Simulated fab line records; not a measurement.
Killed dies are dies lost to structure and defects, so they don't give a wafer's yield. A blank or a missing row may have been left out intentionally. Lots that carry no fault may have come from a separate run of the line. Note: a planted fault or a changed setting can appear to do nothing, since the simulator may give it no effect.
Which tool did it? | flow gf180mcu | 44 wafers from 15 lots sampled at 4 of the route's 602 steps

== WHAT EACH GAUGE READ, for each wafer ==
GF_M1_OVL_MEAS_15. Usual: for M1_OVL the level is -7 nm and the standard deviation is 4.4.
lot  | measured     | on         | M1_OVL (nm) | flag
L301 | day 16 23:53 | overlay-01 | -13 -2 -7   | 
L302 | day 17 10:35 | overlay-02 | -9 -1 -5    | 
L303 | day 17 19:14 | overlay-02 | -9 -19 -3   | 
L305 | day 18 12:56 | overlay-01 | -1 -3 -1    | 
L307 | day 19 08:20 | overlay-02 | -11 -8 -10  | 
L308 | day 19 19:03 | overlay-02 | -9 -3 -5    | 
L310 | day 20 15:45 | overlay-01 | -5 -6 -2    | 
L311 | day 20 21:07 | overlay-02 | -6 -6 -5    | 
L312 | day 21 04:49 | overlay-01 | -12 -10 -8  | 
L314 | day 22 00:23 | overlay-01 | -9 -8 -5    | 
L315 | day 22 07:54 | overlay-01 | -11 -9 -15  | 
L316 | day 22 17:59 | overlay-01 | -7 -8 -10   | 
L317 | day 23 00:03 | overlay-01 | 0 -9        | 
L318 | day 23 10:59 | overlay-02 | -14 -10 1   | 
L324 | day 25 06:59 | overlay-01 | -18 -11 -12 | 

GF_M2_CD_MEAS_14: target cd 280 nm. Usual: cdNm reads 280.1 nm (standard deviation 1.4).
lot  | measured     | on       | cdNm (nm)         | flag
L301 | day 19 01:14 | cdSem-01 | 280.4 279.9 280.0 | 
L302 | day 19 12:28 | cdSem-01 | 279.8 279.1 279.9 | 
L303 | day 19 21:23 | cdSem-01 | 280.6 281.7 281.5 | 
L305 | day 20 15:05 | cdSem-01 | 284.1 283.6 283.4 | 
L307 | day 21 11:37 | cdSem-02 | 279.1 279.5 278.0 | 
L308 | day 21 22:17 | cdSem-02 | 281.2 281.3 281.6 | 
L310 | day 22 17:50 | cdSem-02 | 279.2 277.2 276.9 | 
L311 | day 22 22:40 | cdSem-02 | 280.2 280.3 281.0 | 
L312 | day 23 05:52 | cdSem-02 | 281.6 280.9 281.4 | 
L314 | day 24 00:49 | cdSem-01 | 279.9 279.1 279.1 | 
L315 | day 24 08:04 | cdSem-01 | 280.1 279.2 279.7 | 
L316 | day 24 17:46 | cdSem-01 | 281.1 280.6 282.1 | 
L317 | day 24 23:50 | cdSem-01 | 280.7 281.7       | 
L318 | day 25 09:40 | cdSem-02 | 277.0 277.8 278.1 | 
L324 | day 27 03:44 | cdSem-01 | 278.8 279.7 280.0 | 

== WHAT TOOL EACH LOT RAN ON (gives the tool, then ch and the chambers of the sampled wafers, and finally the start) ==
lot  | GF_POLY_GATE_DEVELOP_09          | GF_M1_METAL_ETCH_16
L301 | lithoTrack-01 ch 0, day 9 03:34  | rieMetal-01 ch 0,1, day 16 23:56
L302 | lithoTrack-03 ch 0, day 9 10:32  | rieMetal-04 ch 0, day 17 10:38
L303 | lithoTrack-03 ch 0, day 9 16:50  | rieMetal-01 ch 0,1, day 17 19:17
L305 | lithoTrack-01 ch 0, day 10 07:10 | rieMetal-02 ch 0,1, day 18 12:59
L307 | lithoTrack-01 ch 0, day 10 22:16 | rieMetal-02 ch 0,1, day 19 08:23
L308 | lithoTrack-04 ch 0, day 11 06:37 | rieMetal-01 ch 0,1, day 19 19:05
L310 | lithoTrack-04 ch 0, day 11 23:25 | rieMetal-04 ch 0,1, day 20 15:47
L311 | lithoTrack-03 ch 0, day 12 02:41 | rieMetal-01 ch 0,1, day 20 21:10
L312 | lithoTrack-01 ch 0, day 12 10:16 | rieMetal-01 ch 0,1, day 21 04:52
L314 | lithoTrack-01 ch 0, day 12 23:40 | rieMetal-01 ch 0,1, day 22 00:26
L315 | lithoTrack-01 ch 0, day 13 06:39 | rieMetal-04 ch 0, day 22 07:56
L316 | lithoTrack-04 ch 0, day 13 16:11 | rieMetal-02 ch 0,1, day 22 18:02
L317 | lithoTrack-01 ch 0, day 13 20:06 | rieMetal-01 ch 1, day 23 00:05
L318 | lithoTrack-03 ch 0, day 14 08:17 | rieMetal-04 ch 1, day 23 11:01
L324 | lithoTrack-03 ch 0, day 15 22:55 | rieMetal-04 ch 0,1, day 25 07:01
- GF_POLY_GATE_DEVELOP_09: develop time 60 s.
- GF_M1_METAL_ETCH_16: etches the open film in Cl2/BCl3, stops on SiO2, target depth 750.8 nm, time 125.1 s.

== AS READ BY THE TOOLS THEMSELVES (means over the sampled wafers that have a number; for cases with no such wafer, the mark the record gives instead) ==
GF_POLY_GATE_DEVELOP_09. Usual: developerTempC 21.01 C, standard deviation 0.11; exhaustPa 44.9 Pa, standard deviation 0.92.
lot  | tool          | developerTempC (C) | exhaustPa (Pa) | flag
L301 | lithoTrack-01 | 21.17              | 45.5           | 
L302 | lithoTrack-03 | 21.08              | 45.7           | 
L303 | lithoTrack-03 | 20.96              | 44.8           | 
L305 | lithoTrack-01 | 21.03              | 44.1           | 
L307 | lithoTrack-01 | 20.96              | 44.8           | 
L308 | lithoTrack-04 | 20.99              | 44.5           | 
L310 | lithoTrack-04 | 20.81              | 44.6           | 
L311 | lithoTrack-03 | 21.11              | 43.9           | 
L312 | lithoTrack-01 | 21.09              | 44.7           | 
L314 | lithoTrack-01 | 21.67              | 44.9           | OFF
L315 | lithoTrack-01 | 21.62              | 45.5           | OFF
L316 | lithoTrack-04 | 20.90              | 45.4           | 
L317 | lithoTrack-01 | 21.66              | 44.5           | OFF
L318 | lithoTrack-03 | 21.12              | 45.4           | 
L324 | lithoTrack-03 | 20.99              | 46.0           | 

GF_M1_METAL_ETCH_16. Usual: drypumpMotorCurrentA 5.5 A, standard deviation 0.41; oesProductAu 0.991 a.u., standard deviation 0.0062; throttleValvePct 28.230 %, standard deviation 0.011.
lot  | tool        | drypumpMotorCurrentA (A) | oesProductAu (a.u.) | throttleValvePct (%) | flag
L301 | rieMetal-01 | 5.4                      | 0.992               | 28.234               | 
L302 | rieMetal-04 | 6.1                      | 0.989               | 28.237               | 
L303 | rieMetal-01 | 5.4                      | 0.990               | 28.231               | 
L305 | rieMetal-02 | 5.3                      | 0.994               | 28.219               | 
L307 | rieMetal-02 | 5.1                      | 0.991               | 28.226               | 
L308 | rieMetal-01 | 5.4                      | 0.991               | 28.229               | 
L310 | rieMetal-04 | 6.1                      | 0.991               | 28.226               | 
L311 | rieMetal-01 | 5.4                      | 0.994               | 28.232               | 
L312 | rieMetal-01 | 5.4                      | 0.993               | 28.230               | 
L314 | rieMetal-01 | 5.4                      | 0.988               | 28.235               | 
L315 | rieMetal-04 | 6.1                      | 0.979               | 28.245               | 
L316 | rieMetal-02 | 5.4                      | 0.988               | 28.225               | 
L317 | rieMetal-01 | 5.4                      | 0.988               | 28.232               | 
L318 | rieMetal-04 | 6.1                      | 0.994               | 28.224               | 
L324 | rieMetal-04 | 6.1                      | 0.984               | 28.240               | 

== THE ANSWER, worked out from the rows above alone ==
Rule: a lot is off if the mean of its wafers that have a number lies more than 3 standard deviations from the usual mean. A lot without any number at a reading at which 4 lots or more have one is off too. Where the step has rows for the other lots, those lots are counted as sound. Order of review: gauges by route order, followed by the tools' own readings, for which a lot's mean as printed above is used. The first step at which some lot is off is used, and at that step the reading that is off furthest; a lot without a number counts as furthest.
Off: L314, L315, L317, at GF_POLY_GATE_DEVELOP_09 (developerTempC).
A tool fits if, at that step or a process step before it, it ran every lot that is off, and no sound lot after the first of them. One fits: GF_POLY_GATE_DEVELOP_09 on lithoTrack-01. A fault onset in the window from L312 (day 12 10:16, its last sound lot) to L314 (day 12 23:40, its first lot off) fits.
The tool's own readings at GF_POLY_GATE_DEVELOP_09 bear it out: on the lots that are off they differ by more than 5 times the standard deviation of the sound lots' means. developerTempC reads 21.65 C there against 21.02 C on the sound lots.

== WHAT WAS PUT IN BY THE SIMULATOR ==
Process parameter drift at GF_POLY_GATE_DEVELOP_09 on lithoTrack-01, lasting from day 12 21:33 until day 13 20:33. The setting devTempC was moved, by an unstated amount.
Struck lots among those shown: L314, L315, L317. The rule above reached the same finding.
